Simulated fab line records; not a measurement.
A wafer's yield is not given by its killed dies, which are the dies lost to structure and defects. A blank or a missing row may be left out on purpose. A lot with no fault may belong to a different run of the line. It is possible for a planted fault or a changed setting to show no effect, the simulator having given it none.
Matching of chambers :: flow gf180mcu :: GF_CONTACT_CMP_27 on cmp-02: 4 sister chambers
The step polishes, stops on SiO2, t overpolish 15 s, target thk 0 nm. 8 wafers are shown with their chamber, then 11 later ones without.

== WAFERS, EACH WITH ITS CHAMBER ==
wafer: L435.2
chamber: 0
motor-current-A (A): 12.1

wafer: L435.5
chamber: 0
motor-current-A (A): 12.0

wafer: L436.4
chamber: 3
motor-current-A (A): 11.0

wafer: L437.5
chamber: 2
motor-current-A (A): 10.2

wafer: L440.3
chamber: 1
motor-current-A (A): 13.0

wafer: L440.4
chamber: 3
motor-current-A (A): 10.8

wafer: L440.5
chamber: 1
motor-current-A (A): 12.8

wafer: L443.1
chamber: 2
motor-current-A (A): 10.2

== WAFERS WITH NO CHAMBER GIVEN ==
wafer: L443.2
motor-current-A (A): 11.4

wafer: L443.5
motor-current-A (A): 10.3

wafer: L452.1
motor-current-A (A): 12.8

wafer: L452.2
motor-current-A (A): 9.8

wafer: L452.6
motor-current-A (A): 10.2

wafer: L453.1
motor-current-A (A): 9.4

wafer: L453.2
motor-current-A (A): 12.5

wafer: L453.4
motor-current-A (A): 12.7

wafer: L454.1
motor-current-A (A): 9.9

wafer: L454.2
motor-current-A (A): 12.0

wafer: L454.3
motor-current-A (A): 11.4

== EACH ONE'S CHAMBER ==
wafer: L443.2
from the rows above: can't be placed: 3 or 0
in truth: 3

wafer: L443.5
from the rows above: 2
in truth: 2

wafer: L452.1
from the rows above: 1
in truth: 1

wafer: L452.2
from the rows above: 2
in truth: 2

wafer: L452.6
from the rows above: 2
in truth: 2

wafer: L453.1
from the rows above: 2
in truth: 2

wafer: L453.2
from the rows above: can't be placed: 1 or 0
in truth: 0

wafer: L453.4
from the rows above: 1
in truth: 1

wafer: L454.1
from the rows above: 2
in truth: 2

wafer: L454.2
from the rows above: 0
in truth: 0

wafer: L454.3
from the rows above: can't be placed: 3 or 0
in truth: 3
Correct placement for 8 of the 11. Not placeable from these rows: 3 (in 3, the candidates include the true chamber). 0 placed wrongly.
How it was worked out, from the rows above alone: a wafer's distance from a chamber is the root of the sum, over the readings, of the square of ((its reading less the chamber's mean) divided by the reading's scatter). The wafer belongs to the nearest chamber; if the next one is less than 2 further off, it can't be placed. Each chamber's mean is taken over the wafers shown for it. How the scatter is found: for the shown wafers, subtract from each reading the mean of its chamber, square and add these, divide the total by (wafers less chambers), then take the root.
